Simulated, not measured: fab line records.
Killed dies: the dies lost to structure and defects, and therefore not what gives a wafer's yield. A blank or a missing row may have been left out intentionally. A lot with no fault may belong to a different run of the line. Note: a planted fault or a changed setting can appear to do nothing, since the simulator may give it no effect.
Which tool did it? | flow sky130 | 11 lots with 33 wafers sampled at 5 steps, on a route of 708 steps

## WHAT EACH GAUGE READ, for each wafer
No reading from a measuring or inspecting step in the record can be judged against a usual standard deviation.

## EACH LOT AND THE TOOL THAT RAN IT (in order: tool; ch and the chambers of the sampled wafers; start)
lot  | SKY_METAL4_SPUTTER_03        | SKY_CAP2M_SPUTTER_02         | SKY_METAL4_STRIP_19                  | SKY_VIA4_STRIP_13                    | SKY_PAD_OPEN_PROBE_99
L369 | pvd sputter-03, day 39 23:02 | pvd sputter-01, day 39 23:11 | plasma asher-02 ch 0,1, day 42 00:34 | plasma asher-02 ch 0,1, day 43 00:49 | -
L371 | pvd sputter-03, day 40 08:04 | pvd sputter-01, day 40 08:13 | plasma asher-03 ch 0,1, day 42 08:41 | plasma asher-04 ch 0,1, day 43 08:35 | -
L373 | pvd sputter-04, day 40 22:01 | pvd sputter-01, day 40 22:10 | plasma asher-03 ch 0,1, day 42 22:28 | plasma asher-04 ch 0,1, day 43 22:28 | prober-02, day 46 19:38
L374 | pvd sputter-04, day 41 04:45 | pvd sputter-03, day 41 04:54 | plasma asher-03 ch 0,1, day 43 05:17 | plasma asher-01 ch 0,1, day 44 04:50 | prober-01, day 47 02:16
L381 | pvd sputter-03, day 43 04:35 | pvd sputter-04, day 43 04:44 | plasma asher-02 ch 0,1, day 45 03:17 | plasma asher-02 ch 0,1, day 46 01:07 | prober-01, day 48 16:19
L382 | pvd sputter-03, day 43 16:50 | pvd sputter-01, day 43 16:59 | plasma asher-01 ch 0,1, day 45 14:59 | plasma asher-04 ch 0,1, day 46 11:56 | prober-02, day 49 02:35
L383 | pvd sputter-02, day 43 17:02 | pvd sputter-04, day 43 17:12 | plasma asher-02 ch 0,1, day 45 15:02 | plasma asher-02 ch 1, day 46 12:22   | prober-02, day 49 02:53
L388 | pvd sputter-04, day 44 22:59 | pvd sputter-01, day 44 23:08 | plasma asher-01 ch 0,1, day 46 17:17 | plasma asher-01 ch 0,1, day 47 14:50 | prober-02, day 50 02:09
L389 | pvd sputter-03, day 45 05:32 | pvd sputter-01, day 45 05:41 | plasma asher-02 ch 0,1, day 46 23:42 | plasma asher-04 ch 0,1, day 47 20:46 | -
L391 | pvd sputter-03, day 45 20:29 | pvd sputter-04, day 45 20:38 | plasma asher-01 ch 0,1, day 47 13:23 | plasma asher-01 ch 0,1, day 48 09:56 | prober-01, day 50 19:03
L392 | pvd sputter-04, day 46 01:40 | pvd sputter-03, day 46 01:49 | plasma asher-03 ch 0,1, day 47 17:44 | plasma asher-01 ch 0,1, day 48 14:55 | -
- SKY_METAL4_SPUTTER_03: material Ti, target thk 5 nm, time 3.3 s.
- SKY_CAP2M_SPUTTER_02: material TiN, target thk 200 nm, time 166.7 s.
- SKY_METAL4_STRIP_19: strips in O2/N2.
- SKY_VIA4_STRIP_13: strips in O2/N2.
- SKY_PAD_OPEN_PROBE_99

## AS READ BY THE TOOLS THEMSELVES (means over the sampled wafers that have a number; for cases with no such wafer, the mark the record gives instead)
SKY_METAL4_SPUTTER_03. Usual: 30.0 % for throttle valve pct, sd 1.
lot  | tool           | throttle valve pct (%) | flag
L369 | pvd sputter-03 | 29.9                   |
L371 | pvd sputter-03 | 29.3                   |
L373 | pvd sputter-04 | 29.9                   |
L374 | pvd sputter-04 | 30.1                   |
L381 | pvd sputter-03 | 29.8                   |
L382 | pvd sputter-03 | 29.6                   |
L383 | pvd sputter-02 | 30.1                   |
L388 | pvd sputter-04 | 30.1                   |
L389 | pvd sputter-03 | 29.2                   |
L391 | pvd sputter-03 | 29.7                   |
L392 | pvd sputter-04 | 30.3                   |

SKY_CAP2M_SPUTTER_02. Usual: 29.5 % for throttle valve pct, sd 0.73.
lot  | tool           | throttle valve pct (%) | flag
L369 | pvd sputter-01 | 28.9                   |
L371 | pvd sputter-01 | 29.1                   |
L373 | pvd sputter-01 | 29.6                   |
L374 | pvd sputter-03 | 29.3                   |
L381 | pvd sputter-04 | 29.8                   |
L382 | pvd sputter-01 | 29.2                   |
L383 | pvd sputter-04 | 30.0                   |
L388 | pvd sputter-01 | 29.3                   |
L389 | pvd sputter-01 | 29.8                   |
L391 | pvd sputter-04 | 29.9                   |
L392 | pvd sputter-03 | 29.7                   |

SKY_METAL4_STRIP_19. Usual: chamber pressure mTorr 1500.1 mTorr, standard deviation 1.4; drypump motor current A 5.7 A, standard deviation 0.44; oes product au 0.502 a.u., standard deviation 0.0049; strip time to endpoint s 6.53 s, standard deviation 0.057.
lot  | tool            | chamber pressure mTorr (mTorr) | drypump motor current A (A) | oes product au (a.u.) | strip time to endpoint s (s) | flag
L369 | plasma asher-02 | 1500.1                         | 5.9                         | 0.502                 | 6.59                         |
L371 | plasma asher-03 | 1500.2                         | 5.3                         | 0.501                 | 6.48                         |
L373 | plasma asher-03 | 1501.3                         | 5.2                         | 0.506                 | 6.53                         |
L374 | plasma asher-03 | 1499.7                         | 5.3                         | 0.501                 | 6.49                         |
L381 | plasma asher-02 | 1498.8                         | 5.9                         | 0.500                 | 6.54                         |
L382 | plasma asher-01 | 1500.6                         | 6.0                         | 0.500                 | 6.46                         |
L383 | plasma asher-02 | 1500.4                         | 5.9                         | 0.498                 | 6.56                         |
L388 | plasma asher-01 | 1499.4                         | 6.0                         | 0.505                 | 6.58                         |
L389 | plasma asher-02 | 1500.4                         | 5.9                         | 0.500                 | 6.51                         |
L391 | plasma asher-01 | 1499.0                         | 6.0                         | 0.504                 | 6.43                         |
L392 | plasma asher-03 | 1500.9                         | 5.3                         | 0.502                 | 6.51                         |

SKY_VIA4_STRIP_13. Usual: chamber pressure mTorr 1500.0 mTorr, standard deviation 1.2; drypump motor current A 5.91 A, standard deviation 0.22; oes product au 0.710 a.u., standard deviation 0.0048; strip time to endpoint s 12.797 s, standard deviation 0.025.
lot  | tool            | chamber pressure mTorr (mTorr) | drypump motor current A (A) | oes product au (a.u.) | strip time to endpoint s (s) | flag
L369 | plasma asher-02 | 1500.9                         | 6.14                        | 0.710                 | 12.806                       |
L371 | plasma asher-04 | 1501.0                         | 5.78                        | 0.709                 | 12.785                       |
L373 | plasma asher-04 | 1501.0                         | 5.73                        | 0.711                 | 12.788                       |
L374 | plasma asher-01 | 1499.3                         | 5.98                        | 0.710                 | 12.801                       |
L381 | plasma asher-02 | -                              | -                           | -                     | -                            | OFF
L382 | plasma asher-04 | -                              | -                           | -                     | -                            | OFF
L383 | plasma asher-02 | -                              | -                           | -                     | -                            | OFF
L388 | plasma asher-01 | 1500.6                         | 5.98                        | 0.709                 | 12.781                       |
L389 | plasma asher-04 | 1498.6                         | 5.76                        | 0.708                 | 12.794                       |
L391 | plasma asher-01 | 1499.5                         | 5.97                        | 0.709                 | 12.794                       |
L392 | plasma asher-01 | 1500.6                         | 6.05                        | 0.710                 | 12.816                       |

SKY_PAD_OPEN_PROBE_99. Usual: defect limited yield 82.2 %, standard deviation 2.1; killed_at_M0_to_M3 43, standard deviation 8; killed_at_M4_up 2.9, standard deviation 1.6; killed at contacts 26, standard deviation 5.2; killed at front end 15, standard deviation 4.3; killed at other 0.3, standard deviation 0.56; killed dies 87, standard deviation 10; killed on rim 17, standard deviation 3.7; killed open 48, standard deviation 6.9; killed short 40, standard deviation 6.5; sort_bin_3_pad_short 0.9 %, standard deviation 0.36; sort_bin_5_function 10.5 %, standard deviation 1.5; sort_bin_6_memory 6.4 %, standard deviation 1.3; sort n pass 405, standard deviation 10; sort yield pct 82.2 %, standard deviation 2.1.
lot  | tool      | defect limited yield (%) | killed_at_M0_to_M3 | killed_at_M4_up | killed at contacts | killed at front end | killed at other | killed dies | killed on rim | killed open | killed short | sort_bin_3_pad_short (%) | sort_bin_5_function (%) | sort_bin_6_memory (%) | sort n pass | sort yield pct (%) | flag
L373 | prober-02 | 80.2                     | 48                 | 3.3             | 29                 | 15                  | 1.0             | 97          | 23            | 50          | 47           | 1.1                      | 11.6                    | 7.0                   | 395         | 80.2               |
L374 | prober-01 | 82.5                     | 42                 | 3.3             | 28                 | 13                  | 0.0             | 86          | 18            | 44          | 42           | 0.9                      | 10.1                    | 6.5                   | 406         | 82.5               |
L381 | prober-01 | 0.3                      | 12                 | 470.0           | 6                  | 2                   | 0.3             | 491         | 96            | 13          | 8            | 23.8                     | 73.4                    | 2.6                   | 1           | 0.3                | OFF
L382 | prober-02 | 0.4                      | 9                  | 474.7           | 3                  | 3                   | 0.0             | 490         | 96            | 9           | 7            | 24.5                     | 71.9                    | 3.2                   | 2           | 0.4                | OFF
L383 | prober-02 | 0.3                      | 10                 | 472.3           | 6                  | 2                   | 0.0             | 490         | 96            | 9           | 10           | 23.5                     | 72.8                    | 3.3                   | 2           | 0.3                | OFF
L388 | prober-02 | 83.9                     | 31                 | 2.7             | 29                 | 17                  | 0.3             | 79          | 16            | 44          | 36           | 0.7                      | 9.8                     | 5.6                   | 413         | 83.9               |
L391 | prober-01 | 81.2                     | 44                 | 2.7             | 25                 | 20                  | 0.0             | 92          | 19            | 51          | 41           | 0.9                      | 11.5                    | 6.4                   | 400         | 81.2               |

## THE ANSWER, worked out from the rows above alone
Rule: take the mean of a lot's wafers that have a number; if it is more than 3 standard deviations from the usual mean, the lot is off. A lot without any number at a reading at which 4 lots or more have one is off too. All remaining lots with rows at the step are treated as sound. After the gauges, taken in route order, come the tools' own readings; for these a lot's mean is taken, as printed above. The first step at which some lot is off is used, and at that step the reading that is off furthest; a lot without a number counts as furthest.
Off at SKY_VIA4_STRIP_13 (chamber pressure mTorr): L381, L382, L383. Without a number there: L381, L382, L383.
A tool fits if, at that step or a process step before it, it ran every lot that is off, and no sound lot after the first of them. No candidate that was tried fits.

## WHAT WAS PUT IN BY THE SIMULATOR
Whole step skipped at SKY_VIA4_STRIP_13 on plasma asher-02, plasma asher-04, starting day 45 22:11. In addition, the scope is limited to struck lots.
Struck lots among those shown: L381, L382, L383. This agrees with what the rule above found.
